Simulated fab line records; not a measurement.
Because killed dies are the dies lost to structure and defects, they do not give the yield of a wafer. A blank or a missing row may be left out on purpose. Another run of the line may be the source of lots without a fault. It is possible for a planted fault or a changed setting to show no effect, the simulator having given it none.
Chamber matching -- flow sky130 -- rieDiel-01 running SKY_VIA3_ETCH_14: 4 sister chambers
The step etches BARC in N2/H2, stops on SiO2, time 45.9 s, target depth 60 nm. 8 wafers are shown with their chamber, then 7 later ones without.

== WAFERS PAIRED WITH THEIR CHAMBERS ==
wafer,chamber,drypumpMotorCurrentA (A),biasW (W)
L075.3,2,6.0,100.10
L080.2,3,6.1,100.03
L080.5,3,6.1,99.74
L082.1,2,5.9,100.03
L082.5,0,5.7,100.25
L082.6,1,5.4,99.93
L084.1,1,5.5,100.12
L084.4,0,5.7,99.94

== WAFERS WITH NO CHAMBER GIVEN ==
wafer,drypumpMotorCurrentA (A),biasW (W)
L084.5,6.1,100.14
L089.2,5.5,99.06
L089.3,5.7,99.51
L089.4,5.9,100.09
L097.1,5.7,99.28
L097.3,5.5,99.78
L097.4,5.9,99.72

== WHICH CHAMBER EACH ONE RAN IN ==
wafer,from the rows above,in truth
L084.5,can't be placed: 3 or 2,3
L089.2,can't be placed: 1 or 0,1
L089.3,0,0
L089.4,2,2
L097.1,can't be placed: 0 or 1 or 2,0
L097.3,1,1
L097.4,can't be placed: 2 or 3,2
Correctly placed: 3 of 7. From these rows, 4 cannot be placed; in 4 the true chamber is one of the candidates. Number placed wrongly: 0.
How it was worked out, from the rows above alone: a wafer's distance from a chamber is the root of the sum, over the readings, of the square of ((its reading less the chamber's mean) divided by the reading's scatter). If the next closest chamber is less than 2 further off than the closest, the wafer can't be placed; otherwise it belongs to the closest. A chamber's mean is the mean of its shown wafers. The scatter is the square root of a quotient: the sum, over the shown wafers, of each reading's squared deviation from its chamber's mean, divided by wafers minus chambers.
